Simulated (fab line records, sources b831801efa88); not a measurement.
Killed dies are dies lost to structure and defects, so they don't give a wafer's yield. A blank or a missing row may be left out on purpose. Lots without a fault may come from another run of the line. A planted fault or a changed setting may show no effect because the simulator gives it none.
fab line records | flow sky130
record lots=14 wafers=39 last_day=50
route steps=708 shown SONOS_ONO@169 GATE_OXIDE@197 PAD_OPEN@708
lots that met no fault: from a run of the same line without faults
start_h: hours from the record's first day to the start of the lot's first wafer shown | wait_h: hours since the lot's step before | " the same as in the row above | L1.1+2: a row that stands for several wafers | - no value, or no start given | * or withheld: withheld | < > ~ a bound
route shown NAME@n: a module of which the file shows steps, and the number in the route of the first | usual: mean/standard deviation of fault-free wafers | same: alike in all rows | chamber/n: place in a boat | sites: the reading at each site | _std_site: their standard deviation | _edge_site: outer sites' mean less inner sites' | radius_mm: how far each site lies from the wafer's centre | mask NAME#n: copy n | behind: the tool/chamber that last shaped the wafer | hold: why the lot was held/for how many hours/how that ended | device: the transistor (n, p or np) that didn't switch | end of line: the same wafers' tests at the end of the route | a step without rows: its recipe alone | killed: dies lost to structure and defects at the first sort, not the wafer's yield | map: a wafer's dies, x killed, . not, _ none there
set.NAME: the setting as run; set.NAME@STEP: as run at that earlier step | model.NAME: the simulator's own value behind a step, which no gauge read
steps of the route over a sample of lots; a table a step, a row a wafer
services: from which hour (start_h, from the record's first day; less than 0 if before it) a tool's chamber was out of use, for how many hours, and why
## steps
# step SKY_SONOS_ONO_THK_MEAS_01
# recipe reads=SiO2_of_SONOS_ONO_OXIDATION_00
# usual SONOS_ONO_OXIDATION_THK=2.61/0.051
# columns lot.wafer tool chamber start_h wait_h SONOS_ONO_OXIDATION_THK[nm]
L562.2 film_metro-02 - 249.65 0.0 2.56
L562.4 " - " " 2.61
L562.5 " - " " 2.64
L563.1 film_metro-02 - 256.14 0.0 2.62
L563.4 " - " " 2.60
L563.5 " - " " 2.56
L564.3 film_metro-01 - 265.62 0.0 2.57
L564.4 " - " " 2.59
L564.6 " - " " 2.59
L568.2 film_metro-04 - 300.65 0.0 2.50
L568.3 " - " " 2.46
L568.4 " - " " 2.51
L569.1 film_metro-01 - 308.94 0.0 2.55
L569.2 " - " " 2.60
L569.4 " - " " 2.63
L570.1 film_metro-04 - 317.73 0.0 2.59
L570.3 " - " " 2.56
L570.6 " - " " 2.58
L571.1 film_metro-04 - 327.33 0.0 2.69
L571.2 " - " " 2.64
L571.3 " - " " 2.59
L573.4 film_metro-04 - 339.21 0.0 2.59
L573.5 " - " " 2.55
L574.4 film_metro-01 - 346.94 0.0 2.59
L574.5 " - " " 2.61
L577.5 film_metro-02 - 367.18 0.0 2.60
L577.6 " - " " 2.64
L582.1 film_metro-02 - 415.35 0.0 2.61
L582.3 " - " " 2.68
L582.6 " - " " 2.71
L583.1 film_metro-04 - 424.46 0.0 2.65
L583.4 " - " " 2.65
L583.5 " - " " 2.61
L584.3 film_metro-01 - 429.45 0.0 2.60
L584.5 " - " " 2.60
L584.6 " - " " 2.67
L585.1 film_metro-02 - 444.76 0.0 2.72
L585.3 " - " " 2.62
L585.5 " - " " 2.66
# step SKY_SONOS_ONO_THK_MEAS_05
# recipe reads=SiO2_of_SONOS_ONO_CVD_04
# usual SONOS_ONO_CVD_04_THK=5.70/0.094
# columns lot.wafer tool chamber start_h wait_h SONOS_ONO_CVD_04_THK[nm]
L562.2 film_metro-02 - 252.07 0.0 5.79
L562.4 " - " " 5.77
L562.5 " - " " 5.75
L563.1 film_metro-04 - 258.56 0.0 5.85
L563.4 " - " " 5.78
L563.5 " - " " 5.76
L564.3 film_metro-02 - 268.04 0.0 5.75
L564.4 " - " " 5.68
L564.6 " - " " 5.77
L568.2 film_metro-04 - 303.07 0.0 5.81
L568.3 " - " " 5.79
L568.4 " - " " 5.85
L569.1 film_metro-01 - 312.54 0.0 5.96
L569.2 " - " " 5.86
L569.4 " - " " 5.82
L570.1 film_metro-01 - 320.15 0.0 5.78
L570.3 " - " " 5.69
L570.6 " - " " 5.74
L571.1 film_metro-01 - 330.19 0.0 5.71
L571.2 " - " " 5.76
L571.3 " - " " 5.71
L573.4 film_metro-04 - 343.36 0.0 5.48
L573.5 " - " " 5.58
L574.4 film_metro-02 - 352.91 0.0 5.61
L574.5 " - " " 5.67
L577.5 film_metro-02 - 371.20 0.0 5.75
L577.6 " - " " 5.83
L582.1 film_metro-04 - 417.77 0.0 5.76
L582.3 " - " " 5.52
L582.6 " - " " 5.72
L583.1 film_metro-04 - 433.55 0.0 5.78
L583.4 " - " " 5.82
L583.5 " - " " 5.74
L584.3 film_metro-02 - 433.57 0.0 5.64
L584.5 " - " " 5.66
L584.6 " - " " 5.76
L585.1 film_metro-02 - 447.18 0.0 5.62
L585.3 " - " " 5.69
L585.5 " - " " 5.63
# step SKY_GATE_OXIDE_OVL_MEAS_10
# usual GATE_OXIDE_OVL=0.3/1.6
# columns lot.wafer tool chamber start_h wait_h GATE_OXIDE_OVL[nm]
L562.2 overlay-02 - 303.49 0.1 2.2
L562.4 " - " " 0.5
L562.5 " - " " 3.1
L563.1 overlay-01 - 310.31 0.1 0.5
L563.4 " - " " 1.1
L563.5 " - " " 0.3
L564.3 overlay-01 - 320.86 0.1 0.9
L564.4 " - " " -0.4
L564.6 " - " " 0.7
L568.2 overlay-02 - 360.29 0.1 0.2
L568.3 " - " " 1.3
L568.4 " - " " -1.0
L569.1 overlay-01 - 369.56 0.1 1.0
L569.2 " - " " -0.5
L569.4 " - " " -0.3
L570.1 overlay-01 - 375.84 0.1 1.1
L570.3 " - " " 1.4
L570.6 " - " " -0.2
L571.1 overlay-01 - 387.21 0.1 2.2
L571.2 " - " " 1.6
L571.3 " - " " 0.4
L573.4 overlay-01 - 403.75 0.1 3.8
L573.5 " - " " 2.6
L574.4 overlay-01 - 412.17 0.1 0.5
L574.5 " - " " -2.5
L577.5 overlay-01 - 433.13 0.0 -1.8
L577.6 " - " " 0.0
L582.1 overlay-01 - 479.41 0.1 -0.9
L582.3 " - " " -2.2
L582.6 " - " " -3.7
L583.1 overlay-01 - 497.31 0.1 -0.7
L583.4 " - " " 1.4
L583.5 " - " " -0.3
L584.3 overlay-01 - 497.65 0.1 2.6
L584.5 " - " " 3.1
L584.6 " - " " 3.7
L585.1 overlay-02 - 510.49 0.1 1.5
L585.3 " - " " -0.3
L585.5 " - " " 1.4
# step SKY_GATE_OXIDE_IMPLANT_11
# recipe species=B energy_kev=10 dose_cm2=2.6e+12 tilt_deg=withheld
# usual beam_on_s=10.02/0.21
# columns lot.wafer tool chamber start_h wait_h beam_on_s
L562.2 implanter-02 0 303.55 0.0 10.08
L562.4 " 0 " " 10.17
L562.5 " 0 " " 9.68
L563.1 implanter-02 0 310.34 0.0 9.87
L563.4 " 0 " " 9.90
L563.5 " 0 " " 9.93
L564.3 implanter-04 0 320.94 0.1 9.76
L564.4 " 0 " " 10.42
L564.6 " 0 " " 10.31
L568.2 implanter-04 0 360.35 0.0 10.09
L568.3 " 0 " " 10.09
L568.4 " 0 " " 9.83
L569.1 implanter-01 0 369.59 0.0 10.18
L569.2 " 0 " " 9.75
L569.4 " 0 " " 10.41
L570.1 implanter-04 0 375.87 0.0 9.74
L570.3 " 0 " " 10.07
L570.6 " 0 " " 10.26
L571.1 implanter-01 0 387.24 0.0 9.94
L571.2 " 0 " " 10.02
L571.3 " 0 " " 9.85
L573.4 implanter-04 0 403.85 0.1 10.31
L573.5 " 0 " " 10.07
L574.4 implanter-04 0 412.26 0.1 10.02
L574.5 " 0 " " 9.64
L577.5 implanter-04 0 433.24 0.1 10.21
L577.6 " 0 " " 9.99
L582.1 implanter-02 0 479.44 0.0 10.04
L582.3 " 0 " " 9.95
L582.6 " 0 " " 10.07
L583.1 implanter-01 0 497.34 0.0 9.91
L583.4 " 0 " " 10.17
L583.5 " 0 " " 10.05
L584.3 implanter-04 0 497.72 0.1 10.08
L584.5 " 0 " " 9.77
L584.6 " 0 " " 9.97
L585.1 implanter-04 0 510.52 0.0 10.06
L585.3 " 0 " " 10.05
L585.5 " 0 " " 10.53
# step SKY_GATE_OXIDE_TW_MEAS_14
# usual GATE_OXIDE_TW=223.2/1.7
# columns lot.wafer tool chamber start_h wait_h hold GATE_OXIDE_TW
L562.2 film_metro-01 - 303.99 0.1 - 225.6
L562.4 " - " " - 225.5
L562.5 " - " " - 225.6
L563.1 film_metro-01 - 310.70 0.1 - 225.2
L563.4 " - " " - 225.7
L563.5 " - " " - 225.8
L564.3 film_metro-03 - 321.26 0.1 - 223.4
L564.4 " - " " - 222.6
L564.6 " - " " - 224.2
L568.2 film_metro-03 - 360.69 0.1 - 223.0
L568.3 " - " " - 223.0
L568.4 " - " " - 223.7
L569.1 film_metro-03 - 369.95 0.1 - 223.1
L569.2 " - " " - 223.9
L569.4 " - " " - 224.2
L570.1 film_metro-01 - 376.22 0.1 - 226.6
L570.3 " - " " - 226.9
L570.6 " - " " - 226.0
L571.1 film_metro-04 - 387.72 0.1 - 220.7
L571.2 " - " " - 222.1
L571.3 " - " " - 220.4
L573.4 film_metro-04 - 404.16 0.1 await_dispo/0.2h/release 221.5
L573.5 " - " " await_dispo/0.2h/release 212.3
L573.4 film_metro-04 - 404.39 0.2 - 220.8
L573.5 " - " " - 212.5
L574.4 film_metro-01 - 412.59 0.1 await_dispo/0.2h/release 222.8
L574.5 " - " " await_dispo/0.2h/release 214.8
L574.4 film_metro-01 - 412.82 0.2 - 223.5
L574.5 " - " " - 214.9
L577.5 film_metro-01 - 433.53 0.0 await_dispo/0.2h/release 215.8
L577.6 " - " " await_dispo/0.2h/release 224.4
L577.5 film_metro-01 - 433.76 0.2 - 216.6
L577.6 " - " " - 223.4
L582.1 film_metro-03 - 479.79 0.1 - 222.7
L582.3 " - " " - 223.6
L582.6 " - " " - 223.8
L583.1 film_metro-01 - 497.70 0.1 - 224.0
L583.4 " - " " - 224.5
L583.5 " - " " - 224.1
L584.3 film_metro-01 - 498.04 0.1 - 226.4
L584.5 " - " " - 224.3
L584.6 " - " " - 224.2
L585.1 film_metro-01 - 510.87 0.1 - 224.8
L585.3 " - " " - 222.2
L585.5 " - " " - 223.8
# step SKY_PAD_OPEN_PROBE_99
# usual killed_at_M0_to_M3=42/7.7 killed_at_M4_up=3.1/1.9 killed_at_contacts=24/4.9 killed_at_front_end=15/4.6 killed_at_other=0.3/0.51 killed_dies=85/9.9 killed_open=47/7.1 killed_short=38/6.7
# same gross_dies=492 killed_at_back_side=0
# columns lot.wafer tool chamber start_h wait_h hold killed_at_M0_to_M3 killed_at_M4_up killed_at_contacts killed_at_front_end killed_at_other killed_dies killed_open killed_short
L562.2 prober-02 - 1071.72 0.1 - 48 1 25 22 0 96 60 36
L562.4 prober-02 - 1071.82 0.2 - 55 5 25 14 0 99 44 55
L562.5 prober-02 - 1071.87 0.2 - 42 5 31 9 0 87 44 43
L563.1 prober-02 - 1076.83 0.1 - 24 2 26 16 0 68 40 28
L563.4 prober-02 - 1076.98 0.2 - 29 3 20 16 0 68 38 30
L563.5 prober-02 - 1077.03 0.2 - 40 3 23 15 0 81 45 36
L564.3 prober-01 - 1090.96 0.2 - 33 3 19 13 0 68 37 31
L564.4 prober-01 - 1091.01 0.2 - 56 1 17 13 0 87 40 47
L564.6 prober-01 - 1091.11 0.2 - 56 0 26 10 0 92 60 32
L568.2 prober-01 - 1117.28 0.1 - 46 2 21 11 0 80 43 37
L568.3 prober-01 - 1117.33 0.2 - 43 6 26 13 0 88 49 39
L568.4 prober-01 - 1117.38 0.2 - 40 1 34 17 0 92 54 38
L569.1 prober-02 - 1121.83 0.1 - 40 2 17 15 1 75 43 32
L569.2 prober-02 - 1121.88 0.1 - 42 1 34 16 0 93 45 48
L569.4 prober-02 - 1121.98 0.2 - 50 1 16 20 0 87 52 35
L570.1 prober-01 - 1126.38 0.1 - 49 3 22 10 0 84 50 34
L570.3 prober-01 - 1126.48 0.2 - 49 0 28 13 2 92 49 43
L570.6 prober-01 - 1126.63 0.2 - 36 4 20 11 0 71 42 29
L571.1 prober-02 - 1130.15 0.1 - 58 6 29 18 0 111 63 48
L571.2 prober-02 - 1130.20 0.1 - 34 6 25 20 0 85 44 41
L571.3 prober-02 - 1130.25 0.2 - 40 2 29 13 0 84 45 39
L573.4 prober-02 - 1142.26 0.2 - 45 1 35 17 1 99 60 38
L573.5 prober-02 - 1142.31 0.2 - 50 1 24 15 0 90 50 40
L574.4 prober-01 - 1149.49 0.2 - 39 2 17 19 0 77 46 29
L574.5 prober-01 - 1149.54 0.2 - 42 2 18 19 0 81 49 32
L577.5 prober-02 - 1161.37 0.2 await_dispo/1.4h/release 34 4 21 18 0 77 43 34
L577.6 prober-02 - 1161.42 0.2 await_dispo/1.4h/release 51 1 21 13 0 86 41 45
L582.1 prober-01 - 1185.81 0.1 - 27 5 21 21 0 74 39 34
L582.3 prober-01 - 1185.91 0.2 - 32 6 22 13 1 74 36 37
L582.6 prober-01 - 1186.06 0.2 - 37 4 24 13 1 79 35 43
L583.1 prober-02 - 1195.18 0.1 - 60 4 30 17 1 112 55 56
L583.4 prober-02 - 1195.33 0.2 - 55 5 19 20 0 99 56 43
L583.5 prober-02 - 1195.38 0.2 - 44 0 34 13 1 92 55 36
L584.3 prober-01 - 1197.57 0.2 - 44 2 29 15 0 90 47 43
L584.5 prober-01 - 1197.67 0.2 - 41 3 25 10 1 80 41 39
L584.6 prober-01 - 1197.72 0.2 - 52 0 23 4 1 80 47 33
L585.1 prober-02 - 1199.15 0.1 - 39 3 25 14 0 81 48 33
L585.3 prober-02 - 1199.25 0.2 - 57 2 20 18 1 98 55 43
L585.5 prober-02 - 1199.35 0.2 - 32 3 26 19 0 80 44 36
# killed by level:class
L562.2 CONTACT:geometric_particle:open=12 VIA1:geometric_particle:open=10 VIA3:geometric_particle:open=9 METAL1:geometric_particle:short=8 LI_CONTACT:geometric_particle:open=7 VIA1:geometric_particle:short=6 FIELD_ISO:geometric_particle:open=5 POLY_GATE:geometric_particle:open=5
L562.4 CONTACT:geometric_particle:open=9 VIA1:geometric_particle:short=9 VIA1:geometric_particle:open=8 CONTACT:geometric_particle:short=7 METAL2:geometric_particle:short=7 METAL1:geometric_particle:short=7 LI_CONTACT:geometric_particle:open=6 VIA2:geometric_particle:open=6
L562.5 CONTACT:geometric_particle:open=11 VIA1:geometric_particle:open=9 CONTACT:geometric_particle:short=8 VIA2:geometric_particle:open=6 VIA3:geometric_particle:short=5 METAL1:geometric_particle:short=5 POLY_GATE:geometric_particle:short=4 LI_CONTACT:geometric_particle:open=4
L563.1 CONTACT:geometric_particle:short=8 VIA1:geometric_particle:open=8 FIELD_ISO:geometric_particle:open=6 LI_CONTACT:geometric_particle:open=6 CONTACT:geometric_particle:open=6 LI_CONTACT:geometric_particle:short=5 FIELD_ISO:geometric_particle:short=4 METAL1:geometric_particle:short=4
L563.4 LI_CONTACT:geometric_particle:open=8 VIA1:geometric_particle:open=7 FIELD_ISO:geometric_particle:short=6 CONTACT:geometric_particle:open=6 FIELD_ISO:geometric_particle:open=5 VIA2:geometric_particle:open=4 METAL3:geometric_particle:short=4 POLY_GATE:geometric_particle:open=3
L563.5 VIA1:geometric_particle:open=9 LI_CONTACT:geometric_particle:open=9 METAL1:geometric_particle:short=8 CONTACT:geometric_particle:open=6 METAL2:geometric_particle:short=6 VIA3:geometric_particle:open=6 CONTACT:geometric_particle:short=5 FIELD_ISO:geometric_particle:short=4
L564.3 CONTACT:geometric_particle:open=10 VIA1:geometric_particle:open=9 METAL1:geometric_particle:short=5 VIA2:geometric_particle:open=5 METAL2:geometric_particle:short=4 LI_CONTACT:geometric_particle:open=4 FIELD_ISO:geometric_particle:short=3 VIA1:geometric_particle:short=3
L564.4 VIA1:geometric_particle:open=11 METAL2:geometric_particle:short=10 VIA3:geometric_particle:short=8 METAL1:geometric_particle:short=8 CONTACT:geometric_particle:open=6 LI_CONTACT:geometric_particle:open=5 VIA2:geometric_particle:open=5 FIELD_ISO:geometric_particle:short=4
L564.6 VIA1:geometric_particle:open=15 CONTACT:geometric_particle:open=12 VIA2:geometric_particle:open=8 VIA1:geometric_particle:short=7 VIA3:geometric_particle:open=7 LI_CONTACT:geometric_particle:open=6 METAL1:geometric_particle:short=6 CONTACT:geometric_particle:short=4
L568.2 VIA1:geometric_particle:open=11 LI_CONTACT:geometric_particle:open=9 VIA3:geometric_particle:open=8 POLY_GATE:geometric_particle:short=6 CONTACT:geometric_particle:open=6 METAL1:geometric_particle:short=5 VIA2:geometric_particle:open=5 VIA3:geometric_particle:short=5
L568.3 VIA2:geometric_particle:open=10 VIA1:geometric_particle:open=9 LI_CONTACT:geometric_particle:open=8 LOCAL_INTERCONNECT:geometric_particle:short=7 CONTACT:geometric_particle:open=6 METAL4:geometric_particle:short=5 SPACER:geometric_particle:open=4 METAL1:geometric_particle:short=4
L568.4 LI_CONTACT:geometric_particle:open=13 CONTACT:geometric_particle:open=11 VIA1:geometric_particle:open=8 VIA2:geometric_particle:open=8 POLY_GATE:geometric_particle:short=6 VIA3:geometric_particle:short=6 FIELD_ISO:geometric_particle:open=5 CONTACT:geometric_particle:short=4
L569.1 VIA1:geometric_particle:open=8 VIA2:geometric_particle:open=8 LI_CONTACT:geometric_particle:open=6 VIA3:geometric_particle:open=6 METAL2:geometric_particle:short=5 CONTACT:geometric_particle:open=4 VIA1:geometric_particle:short=4 POLY_GATE:geometric_particle:short=3
L569.2 LI_CONTACT:geometric_particle:open=10 METAL1:geometric_particle:short=9 LOCAL_INTERCONNECT:geometric_particle:short=8 VIA1:geometric_particle:open=8 CONTACT:geometric_particle:open=7 VIA1:geometric_particle:short=7 FIELD_ISO:geometric_particle:short=5 POLY_GATE:geometric_particle:open=5
L569.4 VIA1:geometric_particle:open=14 CONTACT:geometric_particle:open=8 VIA2:geometric_particle:open=7 POLY_GATE:geometric_particle:short=6 VIA3:geometric_particle:open=6 METAL2:geometric_particle:short=5 VIA1:geometric_particle:short=5 POLY_GATE:geometric_particle:open=4
L570.1 VIA3:geometric_particle:open=12 LI_CONTACT:geometric_particle:open=9 METAL1:geometric_particle:short=9 VIA1:geometric_particle:open=7 CONTACT:geometric_particle:open=6 LOCAL_INTERCONNECT:geometric_particle:short=5 METAL2:geometric_particle:short=4 FIELD_ISO:geometric_particle:open=3
L570.3 LI_CONTACT:geometric_particle:open=11 VIA1:geometric_particle:open=10 VIA1:geometric_particle:short=10 CONTACT:geometric_particle:open=8 METAL1:geometric_particle:short=5 METAL2:geometric_particle:short=5 FIELD_ISO:geometric_particle:short=4 POLY_GATE:geometric_particle:open=4
L570.6 VIA1:geometric_particle:open=13 CONTACT:geometric_particle:open=9 METAL1:geometric_particle:short=7 VIA3:geometric_particle:open=6 LOCAL_INTERCONNECT:geometric_particle:short=5 CONTACT:geometric_particle:short=4 FIELD_ISO:geometric_particle:open=3 POLY_GATE:geometric_particle:short=3
L571.1 VIA1:geometric_particle:open=11 CONTACT:geometric_particle:open=10 VIA1:geometric_particle:short=10 VIA2:geometric_particle:open=10 LI_CONTACT:geometric_particle:open=9 VIA3:geometric_particle:open=7 METAL2:geometric_particle:short=6 FIELD_ISO:geometric_particle:open=5
L571.2 CONTACT:geometric_particle:open=11 LI_CONTACT:geometric_particle:open=10 METAL2:geometric_particle:short=7 FIELD_ISO:geometric_particle:short=5 VIA1:geometric_particle:short=5 VIA1:geometric_particle:open=5 FIELD_ISO:geometric_particle:open=4 POLY_GATE:geometric_particle:open=4
L571.3 CONTACT:geometric_particle:open=10 LI_CONTACT:geometric_particle:open=8 METAL1:geometric_particle:short=7 VIA3:geometric_particle:open=6 CONTACT:geometric_particle:short=5 METAL2:geometric_particle:short=5 VIA1:geometric_particle:open=4 METAL1:geometric_particle:open=4
L573.4 CONTACT:geometric_particle:open=16 LI_CONTACT:geometric_particle:open=9 METAL1:geometric_particle:short=9 VIA1:geometric_particle:open=9 VIA2:geometric_particle:open=9 CONTACT:geometric_particle:short=7 VIA3:geometric_particle:open=6 METAL2:geometric_particle:short=5
L573.5 VIA1:geometric_particle:open=12 CONTACT:geometric_particle:open=8 VIA2:geometric_particle:open=7 CONTACT:geometric_particle:short=6 VIA1:geometric_particle:short=6 VIA3:geometric_particle:open=6 LI_CONTACT:geometric_particle:open=5 METAL1:geometric_particle:short=5
L574.4 VIA1:geometric_particle:open=13 CONTACT:geometric_particle:open=9 FIELD_ISO:geometric_particle:short=5 FIELD_ISO:geometric_particle:open=5 VIA3:geometric_particle:open=5 POLY_GATE:geometric_particle:short=4 LI_CONTACT:geometric_particle:open=4 METAL2:geometric_particle:short=4
L574.5 VIA1:geometric_particle:open=13 FIELD_ISO:geometric_particle:short=7 LI_CONTACT:geometric_particle:open=7 FIELD_ISO:geometric_particle:open=6 CONTACT:geometric_particle:open=6 VIA2:geometric_particle:open=6 METAL1:geometric_particle:short=4 VIA2:geometric_particle:short=4
L577.5 VIA1:geometric_particle:open=10 CONTACT:geometric_particle:open=6 METAL3:geometric_particle:short=5 POLY_GATE:geometric_particle:short=4 POLY_GATE:geometric_particle:open=4 LI_CONTACT:geometric_particle:open=4 LOCAL_INTERCONNECT:geometric_particle:short=4 CONTACT:geometric_particle:short=4
L577.6 VIA1:geometric_particle:open=14 METAL2:geometric_particle:short=10 CONTACT:geometric_particle:short=7 CONTACT:geometric_particle:open=6 VIA1:geometric_particle:short=6 LI_CONTACT:geometric_particle:open=4 VIA3:geometric_particle:open=4 METAL1:geometric_particle:short=3
L582.1 CONTACT:geometric_particle:open=11 POLY_GATE:geometric_particle:open=5 VIA2:geometric_particle:open=5 POLY_GATE:geometric_particle:short=4 CONTACT:geometric_particle:short=4 VIA2:geometric_particle:short=4 FIELD_ISO:geometric_particle:short=3 LOCAL_INTERCONNECT:geometric_particle:short=3
L582.3 CONTACT:geometric_particle:open=17 METAL3:geometric_particle:short=7 VIA1:geometric_particle:short=5 VIA1:geometric_particle:open=4 METAL2:geometric_particle:short=4 METAL4:geometric_particle:short=4 FIELD_ISO:geometric_particle:short=3 VIA2:geometric_particle:open=3
L582.6 CONTACT:geometric_particle:open=9 VIA2:geometric_particle:open=8 VIA1:geometric_particle:open=8 FIELD_ISO:geometric_particle:short=6 CONTACT:geometric_particle:short=6 POLY_GATE:geometric_particle:short=5 LOCAL_INTERCONNECT:geometric_particle:short=5 METAL2:geometric_particle:short=5
L583.1 VIA3:geometric_particle:open=11 METAL1:geometric_particle:short=10 LI_CONTACT:geometric_particle:open=9 VIA1:geometric_particle:short=8 VIA1:geometric_particle:open=7 VIA2:geometric_particle:open=7 FIELD_ISO:geometric_particle:open=6 CONTACT:geometric_particle:short=6
L583.4 VIA1:geometric_particle:open=10 VIA3:geometric_particle:open=10 VIA2:geometric_particle:open=8 FIELD_ISO:geometric_particle:open=7 METAL3:geometric_particle:short=7 LI_CONTACT:geometric_particle:open=7 CONTACT:geometric_particle:open=6 METAL1:geometric_particle:short=6
L583.5 LI_CONTACT:geometric_particle:open=16 VIA1:geometric_particle:open=14 VIA2:geometric_particle:open=9 METAL1:geometric_particle:short=8 CONTACT:geometric_particle:open=5 FIELD_ISO:geometric_particle:short=4 LI_CONTACT:geometric_particle:short=4 CONTACT:geometric_particle:short=4
L584.3 CONTACT:geometric_particle:open=12 VIA1:geometric_particle:open=7 LI_CONTACT:geometric_particle:open=7 VIA3:geometric_particle:open=6 CONTACT:geometric_particle:short=5 METAL1:geometric_particle:short=5 METAL2:geometric_particle:short=5 VIA2:geometric_particle:open=5
L584.5 VIA2:geometric_particle:open=10 VIA1:geometric_particle:open=9 CONTACT:geometric_particle:open=7 LOCAL_INTERCONNECT:geometric_particle:short=5 CONTACT:geometric_particle:short=5 VIA3:geometric_particle:open=5 FIELD_ISO:geometric_particle:short=4 LI_CONTACT:geometric_particle:short=4
L584.6 VIA1:geometric_particle:open=14 LI_CONTACT:geometric_particle:open=7 VIA1:geometric_particle:short=7 CONTACT:geometric_particle:short=6 CONTACT:geometric_particle:open=6 METAL2:geometric_particle:short=6 VIA3:geometric_particle:open=6 METAL2:geometric_particle:open=4
L585.1 CONTACT:geometric_particle:open=11 VIA2:geometric_particle:open=8 LI_CONTACT:geometric_particle:open=6 VIA1:geometric_particle:open=6 VIA3:geometric_particle:open=6 METAL1:geometric_particle:short=5 POLY_GATE:geometric_particle:open=4 FIELD_ISO:geometric_particle:open=3
L585.3 VIA1:geometric_particle:open=17 FIELD_ISO:geometric_particle:short=7 VIA2:geometric_particle:open=7 CONTACT:geometric_particle:open=6 VIA1:geometric_particle:short=6 METAL2:geometric_particle:short=6 VIA3:geometric_particle:open=6 LI_CONTACT:geometric_particle:open=5
L585.5 VIA1:geometric_particle:open=11 CONTACT:geometric_particle:open=10 LOCAL_INTERCONNECT:geometric_particle:short=5 VIA2:geometric_particle:open=4 FIELD_ISO:geometric_particle:open=4 LI_CONTACT:geometric_particle:open=4 CONTACT:geometric_particle:short=4 METAL2:geometric_particle:short=4
## services
# columns tool chamber start_h hours kind
implanter-04 - 327.25 11.0 repair
implanter-01 - 335.99 1.8 repair
implanter-02 - 358.48 1.2 repair
implanter-02 - 375.57 2.5 pm
implanter-04 - 376.64 4.4 pm
implanter-04 - 405.30 2.9 repair
implanter-04 - 438.80 4.3 repair
implanter-01 - 475.20 7.2 repair
implanter-02 - 492.10 150.4 pm
## key
first_sign step=SKY_GATE_OXIDE_TW_MEAS_14 reading=visit direction=added
effect step=SKY_GATE_OXIDE_TW_MEAS_14 reading=GATE_OXIDE_TW direction=down sigmas=5.2 usual=223.2 struck=214.3
met_at SKY_GATE_OXIDE_IMPLANT_11
struck_lots L573,L574,L577
struck_wafers L573.5,L574.5,L577.5
tester_left_out L573,L574,L577
not_acting_at SKY_SONOS_ONO_THK_MEAS_01,SKY_SONOS_ONO_THK_MEAS_05,SKY_GATE_OXIDE_OVL_MEAS_10
onset_between 375.87 403.85
fault kind=process_parameter_drift tool=implanter-04 chamber=- onset_h=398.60 steps=SKY_GATE_OXIDE_IMPLANT_11 channel=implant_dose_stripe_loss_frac offset=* shape=step end_h=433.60 scope=struck_wafers_only
# tester_left_out: of these lots the tester's yield and bins aren't shown, on N5 and GAA mostly nor the transistor test; their killed dies are dies lost to structure and defects alone, not to doping, threshold or leakage, so they don't give the yield
